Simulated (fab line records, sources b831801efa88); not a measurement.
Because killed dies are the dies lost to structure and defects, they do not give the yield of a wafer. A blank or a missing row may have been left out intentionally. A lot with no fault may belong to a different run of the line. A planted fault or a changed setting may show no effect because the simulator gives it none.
Struck lot and sound lot, side by side / flow sky130 / 15 steps out of a route of 708
Sound: wafers L233.1, L233.5, L233.6. Struck: wafer L234.6 (L234.1, L234.5, from the same lot, were not struck and are left out); the cause is given at the end.
Order at every step that has rows: each side's tool, ch and its chambers, its first start. Under that, the readings that differ: sound wafers / struck wafers / difference of the means / sigmas: that difference in standard deviations of wafers without a fault.
alike: a reading whose means differ by less than 2 such deviations, as well as words and numbers matching on both sides. not compared: withheld readings; readings where some wafer has no value; bounds like >300 that might hide an equal value; numbers whose values overlap and for which the record gives no deviation.
A row with sigmas, a row that says differs or no value, or rows on one side alone: a step with any of these is where the two part. When numbers do not overlap yet have no deviation, they are printed without sigmas and do not part them. Lack of a reading on every wafer of one side parts them only where that side has two or more wafers.

first, 8 steps without rows for these wafers: SKY_FIELD_ISO_DEHYDRATE_05 (time 60 s); SKY_FIELD_ISO_HMDS_06 (prime time 60 s); SKY_FIELD_ISO_COAT_07 (resist thk 60 nm); SKY_FIELD_ISO_COAT_08 (resist thk 450 nm); SKY_FIELD_ISO_SOFTBAKE_09 (time 90 s); SKY_FIELD_ISO_EXPOSE_10 (exposes mask FOM, target cd 150 nm); SKY_FIELD_ISO_PEB_11; SKY_FIELD_ISO_DEVELOP_12 (develop time 60 s).
SKY_FIELD_ISO_CD_MEAS_13: target cd 150 nm.
  struck on cd_sem-01, day 4 18:16; sound on cd_sem-02, day 4 13:14
  alike: cd_nm
SKY_FIELD_ISO_ETCH_14: etches BARC in N2/H2, stops on SiO2, time 45.9 s, target depth 60 nm.
  sound on rie_diel-03 ch 0,1,3, day 4 13:21; struck on rie_diel-03 ch 3, day 4 18:23
  alike: drypump_motor_current_A, oes_product_au, rf_fwd_power_W, throttle_valve_pct
  not compared: rf_hours_counter_h
SKY_FIELD_ISO_ETCH_15: etches the open film in CHF3/O2, stops on Si, target depth 180 nm, time 72 s.
  sound on rie_diel-03 ch 0,1,3, day 4 13:23; struck on rie_diel-03 ch 3, day 4 18:26
  alike: O2_flow_sccm, drypump_motor_current_A, oes_product_au, rf_fwd_power_W, throttle_valve_pct
  not compared: rf_hours_counter_h
SKY_FIELD_ISO_STRIP_16: strips in O2/N2.
  sound on plasma_asher-01 ch 0,1, day 4 13:27; struck on plasma_asher-02 ch 1, day 4 18:29
reading=oes_product_au (a.u.); sound=0.378 0.374 0.376; struck=0.390; difference=+0.014; sigmas=+3
  alike: drypump_motor_current_A, strip_time_to_endpoint_s
  not compared: rf_hours_counter_h
SKY_FIELD_ISO_ETCH_17: etches Si in HBr/Cl2/O2, target depth 342 nm, time 97.7 s.
  sound on rie_si-01 ch 0,1,3, day 4 13:33; struck on rie_si-02 ch 2, day 4 18:35
reading=O2_flow_sccm (sccm); sound=5.985 6.025 5.968; struck=6.031; difference=+0.038; sigmas=+2
reading=oes_product_au (a.u.); sound=0.998 1.005 1.007; struck=1.041; difference=+0.038; sigmas=+5
reading=rf_fwd_power_W (W); sound=593.6 591.0 598.1; struck=691.9; difference=+97.7; sigmas=+39
reading=throttle_valve_pct (%); sound=25.651 25.666 25.645; struck=25.634; difference=-0.020; sigmas=-2
reading=model.FIELD_ISO.feature_depth_nm (nm); sound=344.4 341.8 342.8; struck=365.6; difference=+22.6; sigmas=
reading=model.etch.depth_nm (nm); sound=344.4 341.8 342.8; struck=365.6; difference=+22.6; sigmas=
  alike: drypump_motor_current_A, he_backside_leak_sccm
  not compared: rf_hours_counter_h
then, 1 step without rows for these wafers: SKY_FIELD_ISO_WET_ETCH_18 (etches Si3N4 in H3PO4, target depth 25 nm, time 286 s).
-- the record jumps here: 44 days lie between the struck wafers' starts before and after (it left off in module FIELD_ISO and takes up again in module PAD_OPEN, whose first step shown is number 708 of the route) --
SKY_PAD_OPEN_PROBE_99:
  struck on prober-02, day 48 15:14; sound on prober-01, day 48 12:29
reading=killed_at_front_end; sound=14 20 15; struck=7; difference=-9; sigmas=-2
reading=killed_dies; sound=81 95 92; struck=68; difference=-21; sigmas=-2
reading=killed_open; sound=49 52 49; struck=34; difference=-16; sigmas=-2
reading=model.etest.res_p_drift_20v.line_ohm_um; sound=1.244e+04 1.23e+04 1.236e+04; struck=1.38e+04; difference=+1.43e+03; sigmas=
reading=model.etest.res_p_drift_20v.rs_ohm_sq; sound=1.03e+04 1.009e+04 1.017e+04; struck=1.155e+04; difference=+1.363e+03; sigmas=
reading=model.etest.pfet_16v.r_on_ohm_um; sound=1.519e+04 1.51e+04 1.511e+04; struck=1.611e+04; difference=+9.767e+02; sigmas=
reading=model.etest.res_iso_pwell.rs_ohm_sq; sound=3414 3374 3396; struck=3748; difference=+353; sigmas=
reading=model.etest.res_iso_pwell.line_ohm_um; sound=1301 1283 1281; struck=1401; difference=+113; sigmas=
reading=model.etest.res_nwell.rs_ohm_sq; sound=913.9 919.5 908.2; struck=985.7; difference=+71.8; sigmas=
reading=model.etest.res_nwell.line_ohm_um; sound=1078 1080 1061; struck=1172; difference=+99; sigmas=
reading=model.etest.pfet_16v.drive_ua_um; sound=252.6 252.8 255; struck=237.1; difference=-16.4; sigmas=
  alike: killed_at_M0_to_M3, killed_at_M4_up, killed_at_contacts, killed_at_other, killed_short

== WHERE THEY PART ==
First at SKY_FIELD_ISO_STRIP_16; last, within this record, at SKY_PAD_OPEN_PROBE_99.

WHY: the cause the simulator had injected
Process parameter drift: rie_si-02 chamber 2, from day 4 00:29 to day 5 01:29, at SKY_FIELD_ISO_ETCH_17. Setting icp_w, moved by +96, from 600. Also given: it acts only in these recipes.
